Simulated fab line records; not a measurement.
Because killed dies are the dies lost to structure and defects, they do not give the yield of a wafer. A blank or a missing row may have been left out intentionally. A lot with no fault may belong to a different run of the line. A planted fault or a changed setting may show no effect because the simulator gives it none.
Code-filled problem report in 8D (eight disciplines) form || flow gf180mcu || the parts of the form that need people (team, actions taken, sign-off) are left out

== 1. PROBLEM STATEMENT ==
Across 9 wafers from 3 lots, POLY_GATE_CVD_00_THK at GF_POLY_GATE_THK_MEAS_01 averages 138.2 nm, while fault-free wafers read 200.5 nm with a standard deviation of 1.7. That puts it -37 standard deviations away from the usual mean.
The first sign was on wafer L500.1 at day 11 11:42, on film-metro-02. The record holds 39 wafers of 13 lots with a number at this step. The rule behind "out" and "out of limits": a value lying over 4 standard deviations away from the usual mean. The rest of the wafers with a number are treated as sound.

== 2. WHAT THIS IS AND IS NOT ==
{"question": "which readings at this step", "is": "POLY_GATE_CVD_00_THK", "is not": "-"}
{"question": "which lots", "is": "L500, L501, L502", "is not": "L490, L492, L493, L494, L497, L498, L509, L510, L511, L512"}
{"question": "which wafers of those lots", "is": "all that have a number", "is not": "-"}
{"question": "read on which gauges", "is": "film-metro-02", "is not": "film-metro-01, film-metro-03"}
{"question": "when", "is": "from day 11 11:42", "is not": "up to then (18 sound wafers); but 12 sound wafers of L509, L510, L511, L512 came after"}

== 3. WHAT RULES OUT EACH SUSPECT ==
Counting: a tool at a process step up to the reading stays a suspect if it ran every lot that is out and no sound lot after the first of them.
- the gauge at GF_POLY_GATE_THK_MEAS_01 has been ruled out. All the wafers that are out were read on film-metro-02, but those of them that GF_POLY_GATE_ETCH_13 has rows for are out there too, on other tools.
- lpcvd-02 at GF_POLY_GATE_CVD_00 (deposits poly-Si, target thk 200 nm, time 1200 s): ruled out as a lasting fault. After its first lot that is out, L500 (day 11 10:22), sound lots L511, L512 ran on it.
Left after counting: nothing in the record.

== 4. THE CAUSE (what the simulator had put in) ==
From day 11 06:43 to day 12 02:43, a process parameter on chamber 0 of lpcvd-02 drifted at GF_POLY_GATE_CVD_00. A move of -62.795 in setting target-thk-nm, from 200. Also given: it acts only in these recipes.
Counting ruled it out, wrongly: the rule takes a fault to strike every lot that its tool runs from its start on, and this one did not.

== 5. THE EFFECT CHAIN, in route order ==
Each row: a reading whose mean over the struck wafers that have a number lies more than 3 standard deviations from the usual. Scope: only readings with a usual standard deviation given in the record; hours: median across lots of the time from each lot's start at the first step in this table that gives one to its start at this step; sigmas: change in usual standard deviations.
{"hours": 0, "step": "GF_POLY_GATE_THK_MEAS_01", "reading": "POLY_GATE_CVD_00_THK", "usual": "200.5 nm", "on struck wafers": 138.2, "change": -62.3, "sigmas": -37}
{"hours": 20, "step": "GF_POLY_GATE_ETCH_13", "reading": "oes-product-au", "usual": "0.989 a.u.", "on struck wafers": 0.778, "change": -0.211, "sigmas": -30}
It contains these process steps:
- GF_POLY_GATE_ETCH_13: etches poly-Si in HBr/Cl2, stops on SiO2, target depth 198.5 nm, time 69.6 s.
Later steps that measure or inspect, where all struck wafers having a row at the step show a number for every such reading and not one has moved that far: GF_POLY_GATE_OVL_MEAS_11.

== 6. HOW IT WOULD HAVE BEEN CAUGHT EARLIER ==
Counted from the fault's start at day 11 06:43, it took 5 hours until the first out-of-limits reading at a measuring or inspecting step in this record, taken at day 11 11:42.
An alarm limit of 4 standard deviations would not have fired on the tool readings at GF_POLY_GATE_CVD_00 for which the record gives a usual standard deviation, since none of them was out on any struck wafer.
